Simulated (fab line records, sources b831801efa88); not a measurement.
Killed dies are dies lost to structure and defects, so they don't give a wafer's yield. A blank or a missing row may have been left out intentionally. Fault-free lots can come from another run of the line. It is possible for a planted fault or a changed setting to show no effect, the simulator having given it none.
Which tool was responsible?    flow sky130    11 lots with 33 wafers sampled at 5 steps, on a route of 708 steps

== WHAT THE GAUGES SHOWED, per wafer ==
SKY_VIA3_THK_MEAS_23: measures by xrf.
lot   measured      on            VIA3_W_THK (nm)
L139  day 39 19:14  filmMetro-02  377 380 382
L140  day 40 16:29  filmMetro-02  383 379 380
L141  day 40 17:14  filmMetro-04  385 380 386
L143  day 41 17:07  filmMetro-04  385 384 381
L146  day 42 11:44  filmMetro-01  381 376 384
L148  day 43 01:58  filmMetro-04  372 385 375
L150  day 43 09:49  filmMetro-02  380 387 385
L149  day 43 11:55  filmMetro-04  380 374 373
L152  day 44 11:23  filmMetro-01  368 377 378
L161  day 46 12:46  filmMetro-01  376 381 382
L162  day 46 17:18  filmMetro-01  381 385 387

SKY_CAP2M_THK_MEAS_01.
lot   measured      on            CAP2M_CVD_00_THK (nm)
L139  day 39 19:46  filmMetro-04  15.16 15.24 15.72
L140  day 40 17:01  filmMetro-03  15.66 15.58 15.56
L141  day 40 17:46  filmMetro-04  15.53 15.59 15.39
L143  day 41 17:40  filmMetro-03  15.68 15.83 15.79
L146  day 42 12:20  filmMetro-01  15.38 15.51 15.50
L148  day 43 02:31  filmMetro-01  15.31 15.46 15.58
L150  day 43 10:21  filmMetro-03  15.50 15.77 15.73
L149  day 43 12:37  filmMetro-03  15.56 16.02 15.80
L152  day 44 11:55  filmMetro-01  15.26 15.43 15.68
L161  day 46 13:19  filmMetro-04  14.33 15.58 16.12
L162  day 46 17:55  filmMetro-01  15.67 14.52 15.86

SKY_CAP2M_OVL_MEAS_12.
lot   measured      on          CAP2M_OVL (nm)
L139  day 40 20:35  overlay-02  -1.7 -2.3 -1.0
L140  day 41 17:57  overlay-01  -3.1 -2.4 -1.9
L141  day 41 18:23  overlay-02  0.6 -0.6 -0.8
L143  day 42 17:11  overlay-02  -2.4 -2.7 -2.7
L146  day 43 11:47  overlay-01  -2.9 -3.6 -2.8
L148  day 44 01:02  overlay-02  -0.3 -4.3 -0.7
L150  day 44 08:52  overlay-02  -1.6 -1.5 -3.4
L149  day 44 11:07  overlay-01  -1.7 -2.1 -1.6
L152  day 45 09:54  overlay-01  0.2 0.0 -1.4
L161  day 47 10:11  overlay-02  -1.3 -2.0 -2.3
L162  day 47 14:23  overlay-01  -1.0 -1.6 0.4

== WHICH TOOL RAN EACH LOT (tool, then ch and the chambers of the sampled wafers, then the start) ==
lot   SKY_VIA3_CMP_02                SKY_CAP2M_CVD_00
L139  cmp-01 ch 1,2,3, day 38 16:16  pecvd-02 ch 0,1, day 39 19:44
L140  cmp-01 ch 1,2,3, day 39 14:04  pecvd-03 ch 1,2, day 40 17:00
L141  cmp-02 ch 0,1,2, day 39 15:14  pecvd-02 ch 0,1,2, day 40 17:45
L143  cmp-02 ch 1,2,3, day 40 14:58  pecvd-02 ch 0,1,2, day 41 17:37
L146  cmp-01 ch 0,1, day 41 09:47    pecvd-03 ch 0,1, day 42 12:17
L148  cmp-02 ch 0,1,3, day 42 01:12  pecvd-04 ch 1,2, day 43 02:29
L150  cmp-01 ch 0,1,2, day 42 08:59  pecvd-02 ch 0,1,2, day 43 10:20
L149  cmp-02 ch 2,3, day 42 10:43    pecvd-02 ch 0,2, day 43 12:34
L152  cmp-01 ch 0,1,3, day 43 11:13  pecvd-03 ch 0,2, day 44 11:54
L161  cmp-02 ch 0,1,3, day 45 13:48  pecvd-02 ch 1,2, day 46 13:17
L162  cmp-02 ch 1,2, day 45 18:20    pecvd-02 ch 1,2, day 46 17:48
- SKY_VIA3_CMP_02: polishes SiO2.
- SKY_CAP2M_CVD_00: deposits SiO2, target thk 15.5 nm.

== AS READ BY THE TOOLS THEMSELVES (means over the sampled wafers that have a number; for cases with no such wafer, the mark the record gives instead) ==
SKY_VIA3_CMP_02.
lot   tool    headPressurePsi (psi)  motorCurrentA (A)
L139  cmp-01  3.994                  13.1
L140  cmp-01  3.990                  13.1
L141  cmp-02  4.002                  12.3
L143  cmp-02  3.994                  12.5
L146  cmp-01  4.000                  12.9
L148  cmp-02  4.011                  12.2
L150  cmp-01  3.999                  14.0
L149  cmp-02  4.004                  11.6
L152  cmp-01  4.004                  11.9
L161  cmp-02  4.000                  11.9
L162  cmp-02  4.005                  12.9

SKY_CAP2M_CVD_00.
lot   tool      heaterPowerW (W)
L139  pecvd-02  671
L140  pecvd-03  711
L141  pecvd-02  730
L143  pecvd-02  731
L146  pecvd-03  691
L148  pecvd-04  803
L150  pecvd-02  729
L149  pecvd-02  746
L152  pecvd-03  669
L161  pecvd-02  750
L162  pecvd-02  719

== THE ANSWER, worked out from the rows above alone ==
Rule: the lots themselves supply what counts as usual. The widest of any qualifying gaps counts: lots, ordered by their means at a reading, are off when they make up no more than a third of the lots, leave a main group of 4 or more, and stand apart from it by 3 or more times the standard deviation of that group's means. A main group is skipped when, at the precision printed for the reading in the tables above, its means are all equal. Also off: a lot with no number at a reading for which 4 or more lots have one. Where the step has rows for the other lots, those lots are counted as sound. First the gauges in route order, then the tools' own readings, where a lot's mean is used as printed above. The first step at which some lot is off is used, and at that step the reading that is off furthest; a lot without a number counts as furthest.
No lot is off on any of the readings shown, so nothing can be concluded from this.

== WHAT THE SIMULATOR HAD INSERTED ==
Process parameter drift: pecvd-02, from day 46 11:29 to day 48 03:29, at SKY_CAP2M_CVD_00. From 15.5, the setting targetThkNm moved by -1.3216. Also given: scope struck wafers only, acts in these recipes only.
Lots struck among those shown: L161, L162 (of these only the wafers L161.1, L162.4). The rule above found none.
